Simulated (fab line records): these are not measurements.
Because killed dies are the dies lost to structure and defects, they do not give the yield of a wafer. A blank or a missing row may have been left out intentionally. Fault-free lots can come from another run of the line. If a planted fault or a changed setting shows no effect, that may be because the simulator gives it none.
Chamber matching + flow sky130 + SKY_SPACER_ETCHBACK_02 on rie diel-01: 4 sister chambers
The step etches Si3N4 in CH3F/O2, stops on SiO2, time 46.7 s, target depth 45 nm. 7 wafers are shown with their chamber, then 7 later ones without.

== WAFERS WITH THEIR CHAMBER ==
| wafer  | chamber | drypump motor current A (A) | throttle valve pct (%) |
|--------|---------|-----------------------------|------------------------|
| L276.4 | 0       | 6.20                        | 10.564                 |
| L276.6 | 3       | 5.92                        | 10.561                 |
| L279.2 | 3       | 5.92                        | 10.550                 |
| L279.4 | 0       | 6.24                        | 10.564                 |
| L279.5 | 1       | 5.62                        | 10.570                 |
| L282.1 | 2       | 5.71                        | 10.569                 |
| L282.4 | 2       | 5.71                        | 10.546                 |

== WAFERS WITHOUT THEIR CHAMBER ==
| wafer  | drypump motor current A (A) | throttle valve pct (%) |
|--------|-----------------------------|------------------------|
| L282.6 | 5.59                        | 10.555                 |
| L295.3 | 6.21                        | 10.567                 |
| L295.5 | 5.59                        | 10.565                 |
| L295.6 | 5.70                        | 10.572                 |
| L296.2 | 6.19                        | 10.575                 |
| L296.4 | 5.70                        | 10.575                 |
| L296.6 | 5.59                        | 10.560                 |

== WHICH CHAMBER EACH ONE RAN IN ==
| wafer  | from the rows above | in truth |
|--------|---------------------|----------|
| L282.6 | 1                   | 1        |
| L295.3 | 0                   | 0        |
| L295.5 | 1                   | 1        |
| L295.6 | 2                   | 2        |
| L296.2 | 0                   | 0        |
| L296.4 | 2                   | 2        |
| L296.6 | 1                   | 1        |
Placed correctly: 7 of 7. Left unplaced by these rows: 0. Number placed wrongly: 0.
How it was worked out, from the rows above alone: a wafer's distance from a chamber is the root of the sum, over the readings, of the square of ((its reading less the chamber's mean) divided by the reading's scatter). If the next closest chamber is less than 2 further off than the closest, the wafer can't be placed; otherwise it belongs to the closest. A chamber's mean is the mean of its shown wafers. The scatter is the square root of a quotient: the sum, over the shown wafers, of each reading's squared deviation from its chamber's mean, divided by wafers minus chambers.
